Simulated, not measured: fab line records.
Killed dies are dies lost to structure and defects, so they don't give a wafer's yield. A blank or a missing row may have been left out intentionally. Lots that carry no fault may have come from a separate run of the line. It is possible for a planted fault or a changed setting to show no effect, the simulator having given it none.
A single fault, viewed from 2 desks + flow sky130 + what lay behind the numbers comes last; until then each desk has only its own

FROM THE METROLOGY DESK
Means of the sampled wafers that have a number, per lot and without regard to the tool the lot ran on: this is what the gauges read. If a lot's mean is further than 4 standard deviations from the usual mean, the lot is out of limits and carries the mark OUT (the distance appears in the brackets).
Columns: A = POLY_GATE_CVD_03_THK at SKY_POLY_GATE_THK_MEAS_04, usual 75.3 nm; B = CONTACT_HDPCVD_THK at SKY_CONTACT_THK_MEAS_03, usual 566 nm
| lot  | first seen here | A              | B   |
|------|-----------------|----------------|-----|
| L484 | day 16 03:13    | 75.3           | 564 |
| L483 | day 16 04:38    | 75.4           | 576 |
| L485 | day 16 04:40    | 76.9           | 559 |
| L486 | day 16 05:58    | 76.0           | 573 |
| L489 | day 18 09:10    | 74.8           | 568 |
| L487 | day 18 09:11    | 76.1           | 566 |
| L488 | day 18 09:11    | 75.5           | 562 |
| L495 | day 19 09:53    | 98.5 (+37) OUT | 567 |
| L496 | day 19 17:27    | 98.3 (+37) OUT | 576 |
| L503 | day 22 13:37    | 74.9           | 569 |
| L504 | day 22 23:49    | 74.6           | 561 |
| L505 | day 23 08:23    | 76.4           | 570 |
| L506 | day 23 11:44    | 75.7           | 570 |
This desk reports L495, L496 out of limits; the earliest was L495 at day 19 09:53 (POLY_GATE_CVD_03_THK at SKY_POLY_GATE_THK_MEAS_04). L484, L483, L485, L486, L489, L487, L488, L503, L504, L505, L506 stayed within limits.

DESK OF THE TOOL OWNER: lpcvd-02
The tool's own readings at SKY_POLY_GATE_CVD_03 (deposits Si3N4 from DCS/NH3, target thk 75 nm, time 1290 s): means of the sampled wafers that have a number, for each lot that ran on this tool. If a lot's mean is further than 4 standard deviations from the usual mean, the lot is out of limits and carries the mark OUT (the distance appears in the brackets).
Columns: A = spikeTcUpperC at SKY_POLY_GATE_CVD_03, usual 770.7 C
| lot  | first seen here | A     |
|------|-----------------|-------|
| L484 | day 16 01:52    | 770.8 |
| L483 | day 16 03:13    | 769.5 |
| L485 | day 16 03:13    | 769.2 |
| L486 | day 16 04:34    | 769.8 |
| L487 | day 18 07:08    | 771.1 |
| L488 | day 18 07:08    | 771.0 |
| L489 | day 18 07:08    | 770.4 |
| L495 | day 19 08:31    | 770.6 |
| L496 | day 19 16:05    | 770.9 |
| L503 | day 22 12:13    | 769.8 |
| L504 | day 22 22:28    | 769.7 |
| L505 | day 23 06:20    | 770.5 |
| L506 | day 23 10:22    | 770.8 |
Result from this desk: across the 13 lots, nothing is out of limits.

PUT TOGETHER
On L495, L496, the metrology desk was in a position to raise an alarm at day 19 09:53.
The tool owner's desk saw nothing out of limits.
Tool owner's desk: L495, L496 on record, inside its limits.
The lots listed all ran SKY_POLY_GATE_CVD_03 on lpcvd-02.

WHAT WAS PUT IN BY THE SIMULATOR
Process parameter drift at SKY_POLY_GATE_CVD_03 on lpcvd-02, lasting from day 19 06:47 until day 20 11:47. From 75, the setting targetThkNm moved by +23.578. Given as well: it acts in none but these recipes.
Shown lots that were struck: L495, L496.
Hours from the fault's start to each desk's first reading out of limits: the metrology desk, 3.
